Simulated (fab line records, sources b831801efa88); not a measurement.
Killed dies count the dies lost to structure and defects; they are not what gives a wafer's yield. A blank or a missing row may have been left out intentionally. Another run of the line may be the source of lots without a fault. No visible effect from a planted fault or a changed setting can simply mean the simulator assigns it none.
Matching of chambers :: flow sky130 :: SKY_CONTACT_CVD_00 on pecvd-03 has 3 sister chambers
The step deposits Si3N4, target thk 75 nm. 3 wafers are shown with their chamber, then 7 later ones without.

## WAFERS PAIRED WITH THEIR CHAMBERS
wafer: L400.1
chamber: 2
heaterPowerOuterW (W): 247

wafer: L400.2
chamber: 1
heaterPowerOuterW (W): 433

wafer: L401.5
chamber: 0
heaterPowerOuterW (W): 378

## WAFERS MISSING THEIR CHAMBER
wafer: L401.6
heaterPowerOuterW (W): 301

wafer: L402.2
heaterPowerOuterW (W): 309

wafer: L402.3
heaterPowerOuterW (W): 332

wafer: L402.4
heaterPowerOuterW (W): 339

wafer: L404.1
heaterPowerOuterW (W): 329

wafer: L404.3
heaterPowerOuterW (W): 310

wafer: L404.6
heaterPowerOuterW (W): 313

## WHICH CHAMBER EACH ONE RAN IN
wafer: L401.6
from the rows above: can't be placed: 2 or 0 or 1
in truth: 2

wafer: L402.2
from the rows above: can't be placed: 2 or 0 or 1
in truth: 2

wafer: L402.3
from the rows above: can't be placed: 0 or 2 or 1
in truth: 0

wafer: L402.4
from the rows above: can't be placed: 0 or 2 or 1
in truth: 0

wafer: L404.1
from the rows above: can't be placed: 0 or 2 or 1
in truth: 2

wafer: L404.3
from the rows above: can't be placed: 2 or 0 or 1
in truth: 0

wafer: L404.6
from the rows above: can't be placed: 0 or 2 or 1
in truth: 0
Placed correctly: 0 of 7. Cannot be placed on the basis of these rows: 7; the candidates contain the true chamber in 7. Wrongly placed: 0.
How it was worked out, from the rows above alone: a wafer's distance from a chamber is the root of the sum, over the readings, of the square of ((its reading less the chamber's mean) divided by the reading's scatter). The wafer belongs to the nearest chamber; if the next one is less than 2 further off, it can't be placed. The mean given for a chamber averages the wafers shown for that chamber. The scatter: with one shown wafer a chamber, the root of the mean of the squares of how far each hidden wafer lies from its nearest shown one.
